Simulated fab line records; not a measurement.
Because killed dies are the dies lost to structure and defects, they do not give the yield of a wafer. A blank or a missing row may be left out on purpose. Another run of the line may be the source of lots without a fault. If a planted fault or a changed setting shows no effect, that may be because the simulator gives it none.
fab line records | flow gf180mcu
record: lots: 5 | wafers: 15 | last-day: 33
route steps=602 shown NSD@262 PSD@263 SAB@264 SALICIDE@278
lots untouched by any fault: they come from a run of this same line in which no faults occurred
start-h: hours from the record's opening day to when the first of the lot's shown wafers began | wait-h: hours from the lot's prior step to this one | " the same as in the row above | L1.1+2: several wafers, shown together as one row | - no value, or no start was given | * or withheld: withheld | < > ~ a bound
route shown NAME@n: names a module that has steps shown in the file, with the first one's number in the route | usual: mean and standard deviation over wafers with no fault | same: alike in all rows | chamber/n: place in a boat | sites: readings site by site | _std_site: the standard deviation of these | _edge_site: inner sites' mean taken away from outer sites' mean | radius-mm: for every site, how far away it sits from the centre of the wafer | mask NAME#n: copy n | behind: the most recent tool/chamber to have shaped the wafer | hold: the reason the lot was held/the length of the hold in hours/how it ended | device: which transistor (n, p or np) failed to switch | end of line: the route-end tests of the same wafers | a step without rows: its recipe alone | killed: dies that structure and defects cost at the first sort, which is not the same as the wafer's yield | map: the dies of a wafer, with x for killed, . for not killed, _ for no die there
set.NAME: the setting the step ran with; set.NAME@STEP: the setting that earlier step ran with | model.NAME: the simulator's own value behind a step, which no gauge read
certain route steps with their lots: each step a table, each wafer a row
services: a tool's chamber out of use, with start hour (start-h, from the record's first day; less than 0 if before it), hours out, and reason
== steps ==
step: GF_PSD_RS_MEAS_14
recipe: thk-meas-gauge: four-point-probe
usual: NSD_RS: 46.14/0.12
lot.wafer | tool          | chamber | start-h | wait-h | NSD_RS[ohm/sq]
L074.2    | film-metro-02 | -       | 311.49  | 0.1    | 46.04
L074.4    | "             | -       | "       | "      | 46.14
L074.5    | "             | -       | "       | "      | 46.07
L083.1    | film-metro-04 | -       | 404.09  | 0.1    | 46.12
L083.3    | "             | -       | "       | "      | 46.13
L083.6    | "             | -       | "       | "      | 46.12
L089.1    | film-metro-04 | -       | 459.97  | 0.1    | 46.15
L089.3    | "             | -       | "       | "      | 46.23
L089.5    | "             | -       | "       | "      | 46.16
L090.1    | film-metro-02 | -       | 461.03  | 0.1    | 46.26
L090.5    | "             | -       | "       | "      | 46.20
L090.6    | "             | -       | "       | "      | 46.18
L091.1    | film-metro-03 | -       | 466.88  | 0.1    | 46.32
L091.3    | "             | -       | "       | "      | 46.34
L091.6    | "             | -       | "       | "      | 46.17
step: GF_PSD_RS_MEAS_15
recipe: thk-meas-gauge: four-point-probe
usual: PSD_RS: 108.6/0.38
lot.wafer | tool          | chamber | start-h | wait-h | PSD_RS[ohm/sq]
L074.2    | film-metro-02 | -       | 311.61  | 0.1    | 108.4
L074.4    | "             | -       | "       | "      | 108.2
L074.5    | "             | -       | "       | "      | 108.1
L083.1    | film-metro-04 | -       | 404.21  | 0.1    | 108.2
L083.3    | "             | -       | "       | "      | 108.8
L083.6    | "             | -       | "       | "      | 108.4
L089.1    | film-metro-04 | -       | 460.09  | 0.1    | 108.8
L089.3    | "             | -       | "       | "      | 108.6
L089.5    | "             | -       | "       | "      | 108.8
L090.1    | film-metro-02 | -       | 461.15  | 0.1    | 109.1
L090.5    | "             | -       | "       | "      | 109.0
L090.6    | "             | -       | "       | "      | 109.0
L091.1    | film-metro-03 | -       | 467.00  | 0.1    | 108.9
L091.3    | "             | -       | "       | "      | 108.7
L091.6    | "             | -       | "       | "      | 108.5
step: GF_SAB_CVD_00
recipe: material: SiO2 | target-thk-nm: 50 | precursor: TEOS | temp-c: 400 | time-s: 4.9302 | rf-w: 600
usual: heater-power-w: 679/87 | susceptor-temp-C: 400.00/0.24
lot.wafer | tool     | chamber | start-h | wait-h | heater-power-w | susceptor-temp-C
L074.2    | pecvd-04 | 1       | 311.71  | 0.1    | 540            | 400.27
L074.4    | "        | 1       | "       | "      | 544            | 399.75
L074.5    | "        | 2       | "       | "      | 714            | 400.30
L083.1    | pecvd-02 | 0       | 404.33  | 0.1    | 818            | 400.20
L083.3    | "        | 1       | "       | "      | 777            | 400.16
L083.6    | "        | 1       | "       | "      | 754            | 400.26
L089.1    | pecvd-03 | 1       | 460.21  | 0.1    | 795            | 399.70
L089.3    | "        | 0       | "       | "      | 737            | 399.98
L089.5    | "        | 1       | "       | "      | 765            | 399.68
L090.1    | pecvd-02 | 0       | 461.27  | 0.1    | 754            | 399.88
L090.5    | "        | 0       | "       | "      | 767            | 400.19
L090.6    | "        | 1       | "       | "      | 727            | 400.40
L091.1    | pecvd-03 | 0       | 467.12  | 0.1    | 749            | 399.76
L091.3    | "        | 1       | "       | "      | 762            | 400.31
L091.6    | "        | 1       | "       | "      | 796            | 399.96
step: GF_SAB_THK_MEAS_01
recipe: reads: SiO2_of_SAB_CVD_00
usual: SAB_CVD_00_THK: 50.1/0.67
lot.wafer | tool          | chamber | start-h | wait-h | SAB_CVD_00_THK[nm]
L074.2    | film-metro-01 | -       | 311.74  | 0.0    | 49.4
L074.4    | "             | -       | "       | "      | 50.6
L074.5    | "             | -       | "       | "      | 50.9
L083.1    | film-metro-01 | -       | 404.35  | 0.0    | 50.6
L083.3    | "             | -       | "       | "      | 50.3
L083.6    | "             | -       | "       | "      | 50.9
L089.1    | film-metro-02 | -       | 460.23  | 0.0    | 49.4
L089.3    | "             | -       | "       | "      | 49.5
L089.5    | "             | -       | "       | "      | 50.4
L090.1    | film-metro-04 | -       | 461.29  | 0.0    | 50.0
L090.5    | "             | -       | "       | "      | 51.2
L090.6    | "             | -       | "       | "      | 51.2
L091.1    | film-metro-02 | -       | 467.14  | 0.0    | 49.2
L091.3    | "             | -       | "       | "      | 49.4
L091.6    | "             | -       | "       | "      | 50.1
step: GF_SAB_DEHYDRATE_02
recipe: temp-c: 200 | time-s: 60
usual: heater-power-total-W: 160.39/0.12
lot.wafer | tool           | chamber | start-h | wait-h | heater-power-total-W
L074.2    | litho-track-02 | 0       | 320.80  | 9.0    | 160.39
L074.4    | "              | 0       | "       | "      | 160.32
L074.5    | "              | 0       | "       | "      | 160.57
L083.1    | litho-track-03 | 0       | 414.83  | 10.5   | 160.27
L083.3    | "              | 0       | "       | "      | 160.27
L083.6    | "              | 0       | "       | "      | 160.32
L089.1    | litho-track-04 | 0       | 470.68  | 10.4   | 160.54
L089.3    | "              | 0       | "       | "      | 160.37
L089.5    | "              | 0       | "       | "      | 160.33
L090.1    | litho-track-03 | 0       | 471.63  | 10.3   | 160.39
L090.5    | "              | 0       | "       | "      | 160.32
L090.6    | "              | 0       | "       | "      | 160.51
L091.1    | litho-track-02 | 0       | 478.82  | 11.7   | 160.35
L091.3    | "              | 0       | "       | "      | 160.52
L091.6    | "              | 0       | "       | "      | 160.32
step: GF_SAB_HMDS_03
recipe: prime-time-s: 60 | prime-temp-c: 120
lot.wafer  | tool           | chamber | start-h | wait-h
L074.2+4+5 | litho-track-02 | 0       | 320.95  | 0.1
L083.1+3+6 | litho-track-03 | 0       | 414.98  | 0.1
L089.1+3+5 | litho-track-04 | 0       | 470.83  | 0.1
L090.1+5+6 | litho-track-03 | 0       | 471.78  | 0.1
L091.1+3+6 | litho-track-02 | 0       | 478.97  | 0.1
step: GF_SAB_COAT_04
recipe: resist: NOVOLAK | spin-rpm: 3000 | resist-thk-nm: 1000
lot.wafer  | tool           | chamber | start-h | wait-h
L074.2+4+5 | litho-track-02 | 0       | 321.10  | 0.1
L083.1+3+6 | litho-track-03 | 0       | 415.13  | 0.1
L089.1+3+5 | litho-track-04 | 0       | 470.98  | 0.1
L090.1+5+6 | litho-track-03 | 0       | 471.93  | 0.1
L091.1+3+6 | litho-track-02 | 0       | 479.12  | 0.1
step: GF_SAB_SOFTBAKE_05
recipe: temp-c: 90 | time-s: 60 | resist: NOVOLAK
usual: heater-power-total-W: 56.60/0.043
lot.wafer | tool           | chamber | start-h | wait-h | heater-power-total-W
L074.2    | litho-track-02 | 0       | 321.25  | 0.1    | 56.67
L074.4    | "              | 0       | "       | "      | 56.52
L074.5    | "              | 0       | "       | "      | 56.55
L083.1    | litho-track-03 | 0       | 415.28  | 0.1    | 56.66
L083.3    | "              | 0       | "       | "      | 56.56
L083.6    | "              | 0       | "       | "      | 56.55
L089.1    | litho-track-04 | 0       | 471.13  | 0.1    | 56.63
L089.3    | "              | 0       | "       | "      | 56.64
L089.5    | "              | 0       | "       | "      | 56.57
L090.1    | litho-track-03 | 0       | 472.08  | 0.1    | 56.62
L090.5    | "              | 0       | "       | "      | 56.64
L090.6    | "              | 0       | "       | "      | 56.58
L091.1    | litho-track-02 | 0       | 479.27  | 0.1    | 56.59
L091.3    | "              | 0       | "       | "      | 56.59
L091.6    | "              | 0       | "       | "      | 56.54
step: GF_SAB_EXPOSE_06
recipe: mask-id: SAB | target-cd-nm: 420 | na: 0.6 | source-shape: conventional | sigma-outer: 0.6 | dose-mj: 140
usual: stage-vel-mm-s: 500.00/0.23
lot.wafer | tool             | chamber | start-h | wait-h | mask  | stage-vel-mm-s
L074.2    | iline-stepper-01 | 0       | -       | -      | SAB#0 | 500.04
L074.4    | "                | 0       | "       | "      | SAB#0 | 500.04
L074.5    | "                | 0       | "       | "      | SAB#0 | 499.91
L083.1    | iline-stepper-02 | 0       | -       | -      | SAB#0 | 499.88
L083.3    | "                | 0       | "       | "      | SAB#0 | 500.10
L083.6    | "                | 0       | "       | "      | SAB#0 | 499.95
L089.1    | iline-stepper-01 | 0       | -       | -      | SAB#0 | 500.07
L089.3    | "                | 0       | "       | "      | SAB#0 | 499.86
L089.5    | "                | 0       | "       | "      | SAB#0 | 500.12
L090.1    | iline-stepper-01 | 0       | -       | -      | SAB#0 | 500.11
L090.5    | "                | 0       | "       | "      | SAB#0 | 499.87
L090.6    | "                | 0       | "       | "      | SAB#0 | 499.87
L091.1    | iline-stepper-01 | 0       | -       | -      | SAB#0 | 500.01
L091.3    | "                | 0       | "       | "      | SAB#0 | 500.49
L091.6    | "                | 0       | "       | "      | SAB#0 | 500.21
step: GF_SAB_PEB_07
recipe: temp-c: withheld | time-s: * | resist: NOVOLAK
lot.wafer  | tool           | chamber | start-h | wait-h
L074.2+4+5 | litho-track-02 | 0       | -       | -
L083.1+3+6 | litho-track-02 | 0       | -       | -
L089.1+3+5 | litho-track-03 | 0       | -       | -
L090.1+5+6 | litho-track-04 | 0       | -       | -
L091.1+3+6 | litho-track-04 | 0       | -       | -
step: GF_SAB_DEVELOP_08
recipe: develop-time-s: 60 | dev-temp-c: 23
lot.wafer  | tool           | chamber | start-h | wait-h
L074.2+4+5 | litho-track-02 | 0       | 331.84  | 0.1
L083.1+3+6 | litho-track-02 | 0       | 427.57  | 0.1
L089.1+3+5 | litho-track-03 | 0       | 483.48  | 0.1
L090.1+5+6 | litho-track-04 | 0       | 484.98  | 0.1
L091.1+3+6 | litho-track-04 | 0       | 490.08  | 0.1
step: GF_SAB_CD_MEAS_09
recipe: target-cd-nm: 420
usual: cd-nm: 420.6/1.8
lot.wafer | tool      | chamber | start-h | wait-h | cd-nm
L074.2    | cd-sem-01 | -       | 331.99  | 0.1    | 419.5
L074.4    | "         | -       | "       | "      | 420.0
L074.5    | "         | -       | "       | "      | 419.4
L083.1    | cd-sem-02 | -       | 427.72  | 0.1    | 418.6
L083.3    | "         | -       | "       | "      | 418.7
L083.6    | "         | -       | "       | "      | 422.9
L089.1    | cd-sem-02 | -       | 483.63  | 0.1    | 419.1
L089.3    | "         | -       | "       | "      | 421.0
L089.5    | "         | -       | "       | "      | 418.8
L090.1    | cd-sem-01 | -       | 485.13  | 0.1    | 420.6
L090.5    | "         | -       | "       | "      | 421.4
L090.6    | "         | -       | "       | "      | 423.7
L091.1    | cd-sem-01 | -       | 490.23  | 0.1    | 418.6
L091.3    | "         | -       | "       | "      | 420.1
L091.6    | "         | -       | "       | "      | 421.8
step: GF_SAB_OVL_MEAS_10
usual: SAB_OVL: -0.5/1.2
lot.wafer | tool       | chamber | start-h | wait-h | SAB_OVL[nm]
L074.2    | overlay-02 | -       | 332.10  | 0.1    | -0.4
L074.4    | "          | -       | "       | "      | -1.2
L074.5    | "          | -       | "       | "      | -0.1
L083.1    | overlay-02 | -       | 427.84  | 0.1    | 2.2
L083.3    | "          | -       | "       | "      | 0.5
L083.6    | "          | -       | "       | "      | 0.1
L089.1    | overlay-01 | -       | 483.75  | 0.1    | 0.7
L089.3    | "          | -       | "       | "      | 1.2
L089.5    | "          | -       | "       | "      | 0.8
L090.1    | overlay-01 | -       | 485.25  | 0.1    | 1.6
L090.5    | "          | -       | "       | "      | 1.4
L090.6    | "          | -       | "       | "      | -0.4
L091.1    | overlay-02 | -       | 490.35  | 0.1    | -0.7
L091.3    | "          | -       | "       | "      | 0.0
L091.6    | "          | -       | "       | "      | -1.3
step: GF_SAB_ETCH_11
recipe: chemistry: C4F8/O2/Ar | mask-material: NOVOLAK | target: SiO2 | target-depth-nm: 55 | source-w: 1500 | bias-w: 1200 | pressure-mtorr: 40 | c4f8-flow-sccm: withheld | O2_flow_sccm: 6 | Ar_flow_sccm: 300 | time-s: 8.5
usual: bias-w: 1200/3.8 | oes-product-au: 1.002/0.011
lot.wafer | tool        | chamber | start-h | wait-h | bias-w | oes-product-au | rf-hours-counter-h
L074.2    | rie-diel-01 | 0       | 332.13  | 0.0    | 1193   | 0.990          | 1
L074.4    | "           | 0       | "       | "      | 1197   | 0.987          | -
L074.5    | "           | 3       | "       | "      | 1202   | 0.993          | -
L083.1    | rie-diel-03 | 2       | 427.87  | 0.0    | 1205   | 1.016          | 75
L083.3    | "           | 1       | "       | "      | 1204   | 0.991          | 6
L083.6    | "           | 0       | "       | "      | 1203   | 0.995          | -
L089.1    | rie-diel-01 | 0       | 483.79  | 0.0    | 1207   | 0.991          | 5
L089.3    | "           | 1       | "       | "      | 1208   | 0.998          | 87
L089.5    | "           | 0       | "       | "      | 1200   | 0.992          | -
L090.1    | rie-diel-02 | 3       | 485.28  | 0.0    | 1201   | 1.019          | 8
L090.5    | "           | 2       | "       | "      | 1203   | 1.023          | -
L090.6    | "           | 1       | "       | "      | 1196   | 1.001          | -
L091.1    | rie-diel-01 | 3       | 490.38  | 0.0    | 1197   | 0.985          | 69
L091.3    | "           | 1       | "       | "      | 1199   | 0.995          | 88
L091.6    | "           | 2       | "       | "      | 1202   | 0.989          | -
step: GF_SAB_WET_ETCH_12
recipe: chemistry: dHF | target-depth-nm: 22 | dry: n2-spin | target: SiO2 | temp-c: 25 | dilution: 100:1 | time-s: 440
lot.wafer  | tool         | chamber | start-h | wait-h
L074.2+4+5 | wet-bench-04 | 2       | 332.15  | 0.0
L083.1+3+6 | wet-bench-02 | 0       | 427.90  | 0.0
L089.1+3+5 | wet-bench-02 | 0       | 483.81  | 0.0
L090.1+5+6 | wet-bench-01 | 3       | 485.30  | 0.0
L091.1+3+6 | wet-bench-04 | 0       | 490.40  | 0.0
step: GF_SAB_STRIP_13
recipe: chemistry: O2/N2 | power-w: 1400 | pressure-mtorr: 1500 | platen-temp-c: 250 | o2-flow-sccm: 3000 | n2-flow-sccm: 300 | overash-fraction: 0.5
usual: drypump-motor-current-A: 5.45/0.21 | heater-power-w: 329/28 | oes-product-au: 0.710/0.0046 | strip-time-to-endpoint-s: 12.59/0.037
lot.wafer | tool            | chamber | start-h | wait-h | drypump-motor-current-A | heater-power-w | oes-product-au | rf-hours-counter-h | strip-time-to-endpoint-s
L074.2    | plasma-asher-01 | 1       | 332.29  | 0.0    | 5.86                    | 291            | 0.707          | 52                 | 12.66
L074.4    | "               | 1       | "       | "      | 5.85                    | 292            | 0.708          | -                  | 12.67
L074.5    | "               | 1       | "       | "      | 5.84                    | 287            | 0.712          | -                  | 12.67
L083.1    | plasma-asher-01 | 0       | 428.16  | 0.0    | 5.31                    | 365            | 0.703          | 61                 | 12.57
L083.3    | "               | 0       | "       | "      | 5.31                    | 362            | 0.712          | -                  | 12.61
L083.6    | "               | 0       | "       | "      | 5.33                    | 366            | 0.718          | -                  | 12.60
L089.1    | plasma-asher-02 | 1       | 483.94  | 0.0    | 5.34                    | 312            | 0.715          | 5                  | 12.61
L089.3    | "               | 0       | "       | "      | 5.48                    | 335            | 0.703          | -                  | 12.64
L089.5    | "               | 1       | "       | "      | 5.36                    | 320            | 0.708          | -                  | 12.61
L090.1    | plasma-asher-01 | 0       | 485.43  | 0.0    | 5.25                    | 368            | 0.709          | 67                 | 12.54
L090.5    | "               | 1       | "       | "      | 5.86                    | 294            | 0.716          | -                  | 12.55
L090.6    | "               | 0       | "       | "      | 5.30                    | 363            | 0.718          | -                  | 12.58
L091.1    | plasma-asher-03 | 1       | 490.53  | 0.0    | 5.58                    | 310            | 0.703          | 87                 | 12.62
L091.3    | "               | 1       | "       | "      | 5.59                    | 318            | 0.711          | -                  | 12.61
L091.6    | "               | 0       | "       | "      | 5.22                    | 361            | 0.716          | -                  | 12.65
step: GF_SALICIDE_CLEAN_00
recipe: chemistry: SC1/SC2 | mix: 1:4:20 | temp-c: 70 | time-s: 150
lot.wafer  | tool         | chamber | start-h | wait-h
L074.2+4+5 | wet-bench-01 | 1       | 332.39  | 0.1
L083.1+3+6 | wet-bench-04 | 2       | 428.26  | 0.1
L089.1+3+5 | wet-bench-01 | 3       | 484.04  | 0.1
L090.1+5+6 | wet-bench-04 | 1       | 485.53  | 0.1
L091.1+3+6 | wet-bench-03 | 3       | 490.63  | 0.1
step: GF_SALICIDE_WET_ETCH_01
recipe: chemistry: dHF | target-depth-nm: 5 | dry: ipa-marangoni | target: SiO2 | temp-c: 25 | dilution: 100:1 | time-s: 100
lot.wafer  | tool         | chamber | start-h | wait-h
L074.2+4+5 | wet-bench-03 | 1       | 332.44  | 0.0
L083.1+3+6 | wet-bench-03 | 1       | 428.32  | 0.0
L089.1+3+5 | wet-bench-04 | 0       | 484.09  | 0.0
L090.1+5+6 | wet-bench-01 | 2       | 485.58  | 0.0
L091.1+3+6 | wet-bench-01 | 1       | 490.68  | 0.0
== services ==
tool             | chamber | start-h | hours | kind
plasma-asher-01  | -       | 290.64  | 1.4   | repair
iline-stepper-01 | -       | 294.45  | 6.2   | repair
rie-diel-03      | -       | 295.83  | 0.2   | repair
plasma-asher-02  | -       | 298.04  | 2.8   | pm
pecvd-03         | -       | 300.65  | 14.6  | pm
pecvd-04         | 1       | 313.15  | 6.5   | repair
plasma-asher-02  | -       | 320.74  | 15.6  | pm
plasma-asher-03  | -       | 323.03  | 2.8   | repair
rie-diel-01      | 2       | 330.13  | 9.5   | repair
rie-diel-02      | 3       | 330.73  | 8.0   | repair
plasma-asher-01  | -       | 334.78  | 21.4  | pm
pecvd-02         | 1       | 337.56  | 10.1  | repair
iline-stepper-01 | -       | 339.81  | 0.7   | repair
rie-diel-01      | 0       | 353.72  | 9.5   | repair
rie-diel-02      | 1       | 355.84  | 9.1   | repair
plasma-asher-03  | -       | 357.15  | 12.9  | repair
pecvd-02         | 0       | 374.02  | 4.9   | repair
wet-bench-03     | -       | 402.64  | 2.1   | repair
pecvd-03         | -       | 409.82  | 2.8   | pm
pecvd-03         | -       | 413.12  | 5.8   | repair
pecvd-02         | -       | 430.76  | 2.8   | pm
wet-bench-02     | -       | 441.73  | 0.9   | repair
rie-diel-01      | 1       | 461.53  | 14.5  | repair
rie-diel-01      | -       | 489.35  | 0.2   | repair
== key ==
fault none
